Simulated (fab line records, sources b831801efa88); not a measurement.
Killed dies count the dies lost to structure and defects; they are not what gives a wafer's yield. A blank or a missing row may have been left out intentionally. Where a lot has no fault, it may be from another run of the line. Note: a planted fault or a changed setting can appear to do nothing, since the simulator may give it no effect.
fab line records	flow gf180mcu
[record] lots = 12	wafers = 36	lastDay = 34
route steps=602 shown M2@367 M4@458 V4@478
lots that met no fault: from a run of the same line without faults
startH: the number of hours between the record's first day and the start of the first shown wafer of the lot	waitH: hours since the lot's step before	" unchanged from the row above	L1.1+2: several wafers, shown together as one row	- no value, or no start was given	* or withheld: withheld	< > ~ a bound
route shown NAME@n: a module of which the file shows steps, and the number in the route of the first	usual: mean/standard deviation of fault-free wafers	same: alike in all rows	chamber/n: place in a boat	sites: the reading at each site	_std_site: standard deviation of those values	_edge_site: mean of outer sites minus mean of inner sites	radiusMm: for every site, how far away it sits from the centre of the wafer	mask NAME#n: copy n	behind: the tool/chamber that last shaped the wafer	hold: reason for holding the lot/hours on hold/outcome of the hold	device: transistor that didn't switch, given as n, p or np	end of line: the route-end tests of the same wafers	a step given without rows: its recipe and nothing more	killed: dies that structure and defects cost at the first sort, which is not the same as the wafer's yield	map: a wafer's dies, x killed, . not, _ none there
set.NAME: the setting that was run; set.NAME@STEP: the one run at that earlier step	model.NAME: the simulator's own value behind a step, which no gauge read
the route's steps for a sample of lots (tables are steps, rows are wafers)
services: the hour from which a tool's chamber was out of use, counted from the record's first day as startH (under 0 if before that day), plus the number of hours and why
[[steps]]
[step GF_M2_RS_MEAS_05]
[recipe] thkMeasGauge = four-point-probe	reads = TiN_of_M2_SPUTTER_04+Ti_of_M2_SPUTTER_03+AlCu_of_M2_SPUTTER_02+TiN_of_M2_SPUTTER_01+Ti_of_M2_SPUTTER_00
[usual] M2_ALCU_RS = 0.0695/0.00069
lot.wafer	tool	chamber	startH	waitH	M2_ALCU_RS[ohm/sq]
L518.2	filmMetro-03	-	412.64	0.0	0.0687
L518.5	"	-	"	"	0.0692
L518.6	"	-	"	"	0.0690
L520.2	filmMetro-02	-	432.14	0.0	0.0697
L520.3	"	-	"	"	0.0695
L520.6	"	-	"	"	0.0693
L522.2	filmMetro-03	-	445.29	0.0	0.0689
L522.4	"	-	"	"	0.0688
L522.6	"	-	"	"	0.0699
L525.1	filmMetro-03	-	478.37	0.0	0.0690
L525.3	"	-	"	"	0.0691
L525.6	"	-	"	"	0.0689
L526.1	filmMetro-02	-	489.99	0.0	0.0702
L526.2	"	-	"	"	0.0702
L526.6	"	-	"	"	0.0701
L528.1	filmMetro-03	-	501.98	0.0	0.0684
L528.2	"	-	"	"	0.0687
L528.4	"	-	"	"	0.0678
L535.3	filmMetro-01	-	556.66	0.1	0.0699
L535.4	"	-	"	"	0.0702
L535.5	"	-	"	"	0.0703
L536.1	filmMetro-03	-	564.28	0.0	0.0687
L536.5	"	-	"	"	0.0684
L536.6	"	-	"	"	0.0684
L537.2	filmMetro-03	-	568.90	0.0	0.0701
L537.4	"	-	"	"	0.0696
L537.6	"	-	"	"	0.0696
L539.1	filmMetro-01	-	583.92	0.0	0.0690
L539.3	"	-	"	"	0.0693
L539.4	"	-	"	"	0.0692
L540.1	filmMetro-01	-	595.69	0.0	0.0683
L540.2	"	-	"	"	0.0688
L540.6	"	-	"	"	0.0694
L541.2	filmMetro-03	-	608.46	0.0	0.0697
L541.4	"	-	"	"	0.0696
L541.5	"	-	"	"	0.0696
[step GF_M4_SPUTTER_02]
[recipe] material = AlCu	targetThkNm = 450	powerW = 10600	timeS = 23.9	chamberPressurePa = 0.4
[usual] chamberPressurePa = 0.4000/0.00081	throttleValvePct = 30.0/0.98
lot.wafer	tool	chamber	startH	waitH	chamberPressurePa	throttleValvePct
L518.2	pvdSputter-04	-	514.89	0.0	0.3997	30.8
L518.5	"	-	"	"	0.4006	30.8
L518.6	"	-	"	"	0.3988	28.3
L520.2	pvdSputter-04	-	533.04	0.0	0.4014	29.5
L520.3	"	-	"	"	0.3999	30.6
L520.6	"	-	"	"	0.3991	30.7
L522.2	pvdSputter-04	-	546.01	0.0	0.4006	30.6
L522.4	"	-	"	"	0.3991	28.6
L522.6	"	-	"	"	0.3998	31.0
L525.1	pvdSputter-02	-	577.35	0.0	0.3993	28.6
L525.3	"	-	"	"	0.3992	29.3
L525.6	"	-	"	"	0.3999	28.5
L526.1	pvdSputter-02	-	587.29	0.0	0.4000	30.4
L526.2	"	-	"	"	0.3992	31.2
L526.6	"	-	"	"	0.4004	28.5
L528.1	pvdSputter-04	-	598.40	0.0	0.4000	29.7
L528.2	"	-	"	"	0.3991	31.0
L528.4	"	-	"	"	0.4004	28.4
L535.3	pvdSputter-02	-	646.24	0.0	0.4519	28.4
L535.4	"	-	"	"	0.4538	26.7
L535.5	"	-	"	"	0.4518	29.4
L536.1	pvdSputter-02	-	653.85	0.0	0.4530	27.8
L536.5	"	-	"	"	0.4522	26.5
L536.6	"	-	"	"	0.4545	28.2
L537.2	pvdSputter-01	-	656.48	0.0	0.4011	29.7
L537.4	"	-	"	"	0.4000	30.0
L537.6	"	-	"	"	0.4007	30.1
L539.1	pvdSputter-01	-	670.09	0.0	0.3998	29.4
L539.3	"	-	"	"	0.3993	31.5
L539.4	"	-	"	"	0.4009	29.8
L540.1	pvdSputter-04	-	680.59	0.0	0.4001	30.6
L540.2	"	-	"	"	0.4012	30.9
L540.6	"	-	"	"	0.3986	31.0
L541.2	pvdSputter-04	-	692.62	0.0	0.3996	30.9
L541.4	"	-	"	"	0.3993	29.5
L541.5	"	-	"	"	0.3994	30.6
[step GF_M4_RS_MEAS_05]
[recipe] thkMeasGauge = four-point-probe	reads = TiN_of_M4_SPUTTER_04+Ti_of_M4_SPUTTER_03+AlCu_of_M4_SPUTTER_02+TiN_of_M4_SPUTTER_01+Ti_of_M4_SPUTTER_00
[usual] M4_ALCU_RS = 0.0696/0.00084
lot.wafer	tool	chamber	startH	waitH	M4_ALCU_RS[ohm/sq]
L518.2	filmMetro-02	-	515.00	0.0	0.0680
L518.5	"	-	"	"	0.0671
L518.6	"	-	"	"	0.0685
L520.2	filmMetro-01	-	533.15	0.0	0.0698
L520.3	"	-	"	"	0.0695
L520.6	"	-	"	"	0.0698
L522.2	filmMetro-02	-	546.12	0.0	0.0681
L522.4	"	-	"	"	0.0683
L522.6	"	-	"	"	0.0688
L525.1	filmMetro-02	-	577.44	0.0	0.0694
L525.3	"	-	"	"	0.0695
L525.6	"	-	"	"	0.0690
L526.1	filmMetro-01	-	587.38	0.0	0.0702
L526.2	"	-	"	"	0.0703
L526.6	"	-	"	"	0.0710
L528.1	filmMetro-01	-	598.49	0.0	0.0697
L528.2	"	-	"	"	0.0701
L528.4	"	-	"	"	0.0690
L535.3	filmMetro-02	-	646.37	0.1	0.0731
L535.4	"	-	"	"	0.0732
L535.5	"	-	"	"	0.0734
L536.1	filmMetro-03	-	653.94	0.0	0.0724
L536.5	"	-	"	"	0.0728
L536.6	"	-	"	"	0.0722
L537.2	filmMetro-03	-	656.59	0.0	0.0705
L537.4	"	-	"	"	0.0708
L537.6	"	-	"	"	0.0703
L539.1	filmMetro-02	-	670.18	0.0	0.0701
L539.3	"	-	"	"	0.0701
L539.4	"	-	"	"	0.0698
L540.1	filmMetro-02	-	680.68	0.0	0.0695
L540.2	"	-	"	"	0.0701
L540.6	"	-	"	"	0.0697
L541.2	filmMetro-01	-	692.73	0.0	0.0699
L541.4	"	-	"	"	0.0695
L541.5	"	-	"	"	0.0704
[step GF_M4_THK_MEAS_06]
[recipe] thkMeasGauge = xrf	reads = AlCu_of_M4_SPUTTER_02
[usual] M4_ALCU_THK = 449/5.6
lot.wafer	tool	chamber	startH	waitH	M4_ALCU_THK[nm]
L518.2	filmMetro-02	-	515.11	0.1	457
L518.5	"	-	"	"	462
L518.6	"	-	"	"	453
L520.2	filmMetro-01	-	533.26	0.1	451
L520.3	"	-	"	"	453
L520.6	"	-	"	"	452
L522.2	filmMetro-02	-	546.23	0.1	455
L522.4	"	-	"	"	457
L522.6	"	-	"	"	451
L525.1	filmMetro-02	-	577.56	0.1	446
L525.3	"	-	"	"	445
L525.6	"	-	"	"	448
L526.1	filmMetro-01	-	587.50	0.1	447
L526.2	"	-	"	"	449
L526.6	"	-	"	"	444
L528.1	filmMetro-01	-	598.61	0.1	451
L528.2	"	-	"	"	447
L528.4	"	-	"	"	456
L535.3	filmMetro-02	-	646.47	0.1	431
L535.4	"	-	"	"	429
L535.5	"	-	"	"	429
L536.1	filmMetro-03	-	654.06	0.1	438
L536.5	"	-	"	"	435
L536.6	"	-	"	"	440
L537.2	filmMetro-03	-	656.70	0.1	447
L537.4	"	-	"	"	443
L537.6	"	-	"	"	443
L539.1	filmMetro-02	-	670.30	0.1	443
L539.3	"	-	"	"	444
L539.4	"	-	"	"	447
L540.1	filmMetro-02	-	680.80	0.1	449
L540.2	"	-	"	"	446
L540.6	"	-	"	"	447
L541.2	filmMetro-01	-	692.84	0.1	448
L541.4	"	-	"	"	452
L541.5	"	-	"	"	443
[step GF_V4_CVD_02]
[recipe] material = SiO2	targetThkNm = 850	precursor = TEOS	tempC = 400	timeS = 94.851	rfW = 600
[usual] heaterPowerW = 679/91
lot.wafer	tool	chamber	startH	waitH	heaterPowerW
L518.2	pecvd-03	2	538.68	0.0	886
L518.5	"	1	"	"	771
L518.6	"	0	"	"	653
L520.2	pecvd-04	0	556.53	0.0	679
L520.3	"	1	"	"	646
L520.6	"	0	"	"	624
L522.2	pecvd-04	0	569.30	0.0	671
L522.4	"	0	"	"	694
L522.6	"	1	"	"	622
L525.1	pecvd-03	0	599.91	0.1	581
L525.3	"	1	"	"	732
L525.6	"	1	"	"	768
L526.1	pecvd-03	0	608.61	0.1	704
L526.2	"	1	"	"	761
L526.6	"	0	"	"	556
L528.1	pecvd-02	2	619.58	0.1	622
L528.2	"	0	"	"	585
L528.4	"	2	"	"	641
L535.3	pecvd-02	2	665.81	0.0	633
L535.4	"	0	"	"	606
L535.5	"	2	"	"	678
L536.1	pecvd-04	2	674.01	0.1	656
L536.5	"	1	"	"	638
L536.6	"	2	"	"	695
L537.2	pecvd-03	1	676.80	0.0	790
L537.4	"	0	"	"	546
L537.6	"	1	"	"	808
L539.1	pecvd-02	2	690.05	0.1	664
L539.3	"	0	"	"	656
L539.4	"	1	"	"	609
L540.1	pecvd-02	2	700.66	0.1	607
L540.2	"	0	"	"	677
L540.6	"	0	"	"	548
L541.2	pecvd-03	0	712.25	0.0	672
L541.4	"	1	"	"	813
L541.5	"	2	"	"	912
[step GF_V4_OVL_MEAS_15]
[usual] V4_OVL = 0/3.7
lot.wafer	tool	chamber	startH	waitH	V4_OVL[nm]
L518.2	overlay-01	-	561.88	0.1	4
L518.5	"	-	"	"	1
L518.6	"	-	"	"	-3
L520.2	overlay-01	-	579.13	0.1	-3
L520.3	"	-	"	"	-5
L520.6	"	-	"	"	-3
L522.2	overlay-01	-	592.18	0.1	3
L522.4	"	-	"	"	6
L522.6	"	-	"	"	3
L525.1	overlay-01	-	620.57	0.1	-2
L525.3	"	-	"	"	1
L525.6	"	-	"	"	-2
L526.1	overlay-02	-	629.72	0.1	1
L526.2	"	-	"	"	4
L526.6	"	-	"	"	4
L528.1	overlay-02	-	640.37	0.1	0
L528.2	"	-	"	"	3
L528.4	"	-	"	"	0
L535.3	overlay-01	-	685.78	0.1	3
L535.4	"	-	"	"	3
L535.5	"	-	"	"	1
L536.1	overlay-01	-	694.13	0.1	5
L536.5	"	-	"	"	2
L536.6	"	-	"	"	-7
L537.2	overlay-01	-	695.83	0.1	-4
L537.4	"	-	"	"	1
L537.6	"	-	"	"	-2
L539.1	overlay-01	-	708.93	0.1	-2
L539.3	"	-	"	"	-1
L539.4	"	-	"	"	-1
L540.1	overlay-01	-	719.35	0.1	8
L540.2	"	-	"	"	1
L540.6	"	-	"	"	2
L541.2	overlay-01	-	730.28	0.1	1
L541.4	"	-	"	"	3
L541.5	"	-	"	"	-5
[[services]]
tool	chamber	startH	hours	kind
pvdSputter-02	2	490.94	-	consumableReplace:kit
pvdSputter-02	2	490.94	18.0	scheduledDown
pvdSputter-02	2	490.94	18.0	ventCycle
pecvd-02	-	498.38	0.5	repair
pvdSputter-04	-	499.24	3.4	repair
pecvd-03	-	513.45	1.3	repair
pecvd-04	-	520.79	6.0	pm
pvdSputter-01	1	548.08	-	consumableReplace:kit
pvdSputter-01	1	548.08	18.0	scheduledDown
pvdSputter-01	1	548.08	18.0	ventCycle
pecvd-02	-	552.64	0.8	pm
pvdSputter-01	-	554.83	7.3	repair
pecvd-02	-	556.22	20.7	repair
pecvd-03	1	591.89	5.5	repair
pecvd-04	-	628.48	14.6	pm
pvdSputter-01	-	639.22	1.9	repair
pvdSputter-04	-	641.95	9.4	repair
pecvd-03	-	654.27	0.5	repair
pvdSputter-02	-	662.25	0.7	repair
pvdSputter-04	3	670.40	-	consumableReplace:kit
pvdSputter-04	3	670.40	18.0	scheduledDown
pvdSputter-04	3	670.40	18.0	ventCycle
pvdSputter-04	-	676.15	3.5	repair
pecvd-03	2	699.79	5.3	repair
[[key]]
[firstSign] step = GF_M4_SPUTTER_02	reading = chamberPressurePa	direction = up	sigmas = 66	usual = 0.4000	struck = 0.4529
[effect] step = GF_M4_SPUTTER_02	reading = throttleValvePct	direction = down	sigmas = 2.2	usual = 30.0	struck = 27.8
[effect] step = GF_M4_RS_MEAS_05	reading = M4_ALCU_RS	direction = up	sigmas = 3.8	usual = 0.0696	struck = 0.0728
[effect] step = GF_M4_THK_MEAS_06	reading = M4_ALCU_THK	direction = down	sigmas = 2.8	usual = 449	struck = 434
metAt GF_M4_SPUTTER_02
struckLots L535,L536
notActingAt GF_M2_RS_MEAS_05,GF_V4_CVD_02,GF_V4_OVL_MEAS_15
onsetBetween 587.29 646.24
[fault] kind = processParameterDrift	tool = pvdSputter-02	chamber = -	onsetH = 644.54	steps = GF_M4_SPUTTER_02	channel = chamberPressurePa	offset = 0.052713	shape = step	endH = 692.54	actsIn = theseRecipesOnly	stated = 0.4
